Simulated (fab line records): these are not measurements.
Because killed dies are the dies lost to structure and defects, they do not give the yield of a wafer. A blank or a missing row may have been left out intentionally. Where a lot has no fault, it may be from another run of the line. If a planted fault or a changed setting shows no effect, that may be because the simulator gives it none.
Which tool is to blame? + flow sky130 + 11 lots, 33 wafers sampled, at 5 steps of a route of 708

WHAT THE GAUGES SHOWED, per wafer
SKY_LI_CONTACT_BOW_MEAS_03. Usual: for LI_CONTACT_BOW the level is 54 um and the standard deviation is 7.
| lot  | measured     | on           | LI_CONTACT_BOW (um) | flag |
|------|--------------|--------------|---------------------|------|
| L502 | day 27 13:41 | filmMetro-02 | 46 59 47            |      |
| L504 | day 29 11:04 | filmMetro-01 | 55 61 49            |      |
| L506 | day 29 12:33 | filmMetro-02 | 60 68 60            |      |
| L514 | day 31 20:14 | filmMetro-01 | 48 38 42            |      |
| L516 | day 32 17:34 | filmMetro-04 | 40 59 51            |      |
| L517 | day 33 02:37 | filmMetro-01 | 58 54 45            |      |
| L518 | day 33 10:25 | filmMetro-04 | 71 60 61            |      |
| L519 | day 33 17:40 | filmMetro-01 | 52 54 54            |      |
| L520 | day 33 19:26 | filmMetro-04 | 58 55 67            |      |
| L521 | day 34 14:13 | filmMetro-01 | 59 56 55            |      |
| L524 | day 36 13:47 | filmMetro-02 | 53 54 48            |      |

SKY_LOCAL_INTERCONNECT_RS_MEAS_01: measures by four-point-probe. Usual: for LOCAL_INTERCONNECT_TIN_RS the level is 14.14 ohm/sq and the standard deviation is 0.17.
| lot  | measured     | on           | LOCAL_INTERCONNECT_TIN_RS (ohm/sq) | flag |
|------|--------------|--------------|------------------------------------|------|
| L502 | day 28 19:49 | filmMetro-01 | 14.52 14.34 14.33                  |      |
| L504 | day 30 15:58 | filmMetro-03 | - - -                              | OFF  |
| L506 | day 30 16:49 | filmMetro-03 | - - -                              | OFF  |
| L514 | day 33 00:31 | filmMetro-03 | 14.10 14.03 14.09                  |      |
| L516 | day 33 21:52 | filmMetro-04 | 14.17 14.06 14.17                  |      |
| L517 | day 34 05:47 | filmMetro-03 | 14.10 14.08 13.96                  |      |
| L518 | day 34 13:55 | filmMetro-03 | 14.25 14.22 14.44                  |      |
| L519 | day 34 21:08 | filmMetro-01 | 14.35 14.26 14.26                  |      |
| L520 | day 34 23:16 | filmMetro-01 | 14.04 13.94 14.13                  |      |
| L521 | day 35 17:42 | filmMetro-01 | 14.03 14.00 14.14                  |      |
| L524 | day 37 17:30 | filmMetro-03 | 14.29 14.23 14.31                  |      |

SKY_LOCAL_INTERCONNECT_THK_MEAS_02: measures by xrf. Usual: for LOCAL_INTERCONNECT_TIN_THK the level is 99.5 nm and the standard deviation is 1.3.
| lot  | measured     | on           | LOCAL_INTERCONNECT_TIN_THK (nm) | flag |
|------|--------------|--------------|---------------------------------|------|
| L502 | day 28 19:55 | filmMetro-01 | 97.1 97.9 98.5                  |      |
| L504 | day 30 16:05 | filmMetro-03 | <0.0 <0.0 <0.0                  | OFF  |
| L506 | day 30 16:55 | filmMetro-03 | <0.0 <0.0 <0.0                  | OFF  |
| L514 | day 33 00:37 | filmMetro-03 | 98.8 99.5 98.9                  |      |
| L516 | day 33 21:58 | filmMetro-04 | 100.2 100.5 99.9                |      |
| L517 | day 34 05:54 | filmMetro-03 | 99.6 99.8 100.1                 |      |
| L518 | day 34 14:02 | filmMetro-03 | 98.6 98.5 97.1                  |      |
| L519 | day 34 21:15 | filmMetro-01 | 98.5 99.4 99.2                  |      |
| L520 | day 34 23:22 | filmMetro-01 | 100.2 100.8 100.3               |      |
| L521 | day 35 17:49 | filmMetro-01 | 100.1 99.5 99.5                 |      |
| L524 | day 37 17:36 | filmMetro-03 | 98.1 98.5 97.9                  |      |

TOOL THAT RAN EACH LOT (tool first, then ch and the chambers of the sampled wafers, then the start)
| lot  | SKY_LI_CONTACT_ETCH_14            | SKY_LOCAL_INTERCONNECT_SPUTTER_00 |
|------|-----------------------------------|-----------------------------------|
| L502 | rieDiel-01 ch 0,2,3, day 28 18:33 | pvdSputter-04, day 28 19:43       |
| L504 | rieDiel-01 ch 0,3, day 30 14:44   | pvdSputter-04, day 30 15:55       |
| L506 | rieDiel-03 ch 1,2, day 30 15:34   | pvdSputter-04, day 30 16:43       |
| L514 | rieDiel-03 ch 0,2,3, day 32 23:15 | pvdSputter-04, day 33 00:26       |
| L516 | rieDiel-04 ch 1,3, day 33 20:35   | pvdSputter-01, day 33 21:46       |
| L517 | rieDiel-01 ch 1,3, day 34 04:16   | pvdSputter-04, day 34 05:43       |
| L518 | rieDiel-03 ch 0,1,2, day 34 12:40 | pvdSputter-04, day 34 13:50       |
| L519 | rieDiel-04 ch 0,1, day 34 19:53   | pvdSputter-01, day 34 21:04       |
| L520 | rieDiel-01 ch 0,1, day 34 21:59   | pvdSputter-04, day 34 23:10       |
| L521 | rieDiel-03 ch 0,2,3, day 35 16:28 | pvdSputter-04, day 35 17:38       |
| L524 | rieDiel-01 ch 2,3, day 37 16:07   | pvdSputter-01, day 37 17:24       |
- SKY_LI_CONTACT_ETCH_14: etches BARC in N2/H2, stops on SiO2, time 45.9 s, target depth 60 nm.
- SKY_LOCAL_INTERCONNECT_SPUTTER_00: material TiN, target thk 100 nm, time 83.3 s.

WHAT THE TOOLS THEMSELVES READ (means of the sampled wafers that have a number; where no wafer has one, the mark that the record gives instead)
SKY_LI_CONTACT_ETCH_14. Usual: drypumpMotorCurrentA 5.8 A, standard deviation 0.44; oesProductAu 0.855 a.u., standard deviation 0.0046; throttleValvePct 13.225 %, standard deviation 0.0093.
| lot  | tool       | drypumpMotorCurrentA (A) | oesProductAu (a.u.) | throttleValvePct (%) | flag |
|------|------------|--------------------------|---------------------|----------------------|------|
| L502 | rieDiel-01 | 5.9                      | 0.856               | 13.228               |      |
| L504 | rieDiel-01 | 6.0                      | 0.858               | 13.230               |      |
| L506 | rieDiel-03 | 5.4                      | 0.857               | 13.223               |      |
| L514 | rieDiel-03 | 5.8                      | 0.854               | 13.222               |      |
| L516 | rieDiel-04 | 6.0                      | 0.855               | 13.232               |      |
| L517 | rieDiel-01 | 6.0                      | 0.854               | 13.232               |      |
| L518 | rieDiel-03 | 5.5                      | 0.854               | 13.231               |      |
| L519 | rieDiel-04 | 6.5                      | 0.855               | 13.226               |      |
| L520 | rieDiel-01 | 5.7                      | 0.854               | 13.221               |      |
| L521 | rieDiel-03 | 5.8                      | 0.857               | 13.231               |      |
| L524 | rieDiel-01 | 6.0                      | 0.851               | 13.228               |      |

SKY_LOCAL_INTERCONNECT_SPUTTER_00. Usual: cathodeDcPowerW 6500.0 W, standard deviation 1.2; chamberPressurePa 0.4000 Pa, standard deviation 0.0008; throttleValvePct 30.6 %, standard deviation 0.74.
| lot  | tool          | cathodeDcPowerW (W) | chamberPressurePa (Pa) | throttleValvePct (%) | flag |
|------|---------------|---------------------|------------------------|----------------------|------|
| L502 | pvdSputter-04 | 6499.6              | 0.4001                 | 30.2                 |      |
| L504 | pvdSputter-04 | -                   | -                      | -                    | OFF  |
| L506 | pvdSputter-04 | -                   | -                      | -                    | OFF  |
| L514 | pvdSputter-04 | 6499.7              | 0.4008                 | 30.0                 |      |
| L516 | pvdSputter-01 | 6500.7              | 0.4002                 | 30.8                 |      |
| L517 | pvdSputter-04 | 6500.6              | 0.4002                 | 30.7                 |      |
| L518 | pvdSputter-04 | 6499.9              | 0.4003                 | 30.9                 |      |
| L519 | pvdSputter-01 | 6501.3              | 0.3997                 | 30.8                 |      |
| L520 | pvdSputter-04 | 6500.8              | 0.3997                 | 30.3                 |      |
| L521 | pvdSputter-04 | 6500.8              | 0.3998                 | 30.4                 |      |
| L524 | pvdSputter-01 | 6500.9              | 0.3989                 | 31.0                 |      |

THE ANSWER, worked out from the rows above alone
Rule: lot off if the mean of its wafers having a number is beyond 3 standard deviations from the usual mean. A lot without any number at a reading at which 4 lots or more have one is off too. Where the step has rows for the other lots, those lots are counted as sound. The gauges are gone through in route order, then the tools' own readings, and for those a lot's mean is taken as printed above. The first step at which some lot is off is used, and at that step the reading that is off furthest; a lot without a number counts as furthest.
Off: L504, L506, seen at SKY_LOCAL_INTERCONNECT_RS_MEAS_01 (LOCAL_INTERCONNECT_TIN_RS). Without a number there: L504, L506.
A tool fits if, at a process step before that reading, it ran every lot that is off, and no sound lot after the first of them. Not tried: the gauges at SKY_LOCAL_INTERCONNECT_RS_MEAS_01; whatever is off there is also off at SKY_LOCAL_INTERCONNECT_SPUTTER_00, on other tools, and gauge error can't account for it. Of those tried, none fits.

WHAT THE SIMULATOR HAD INSERTED
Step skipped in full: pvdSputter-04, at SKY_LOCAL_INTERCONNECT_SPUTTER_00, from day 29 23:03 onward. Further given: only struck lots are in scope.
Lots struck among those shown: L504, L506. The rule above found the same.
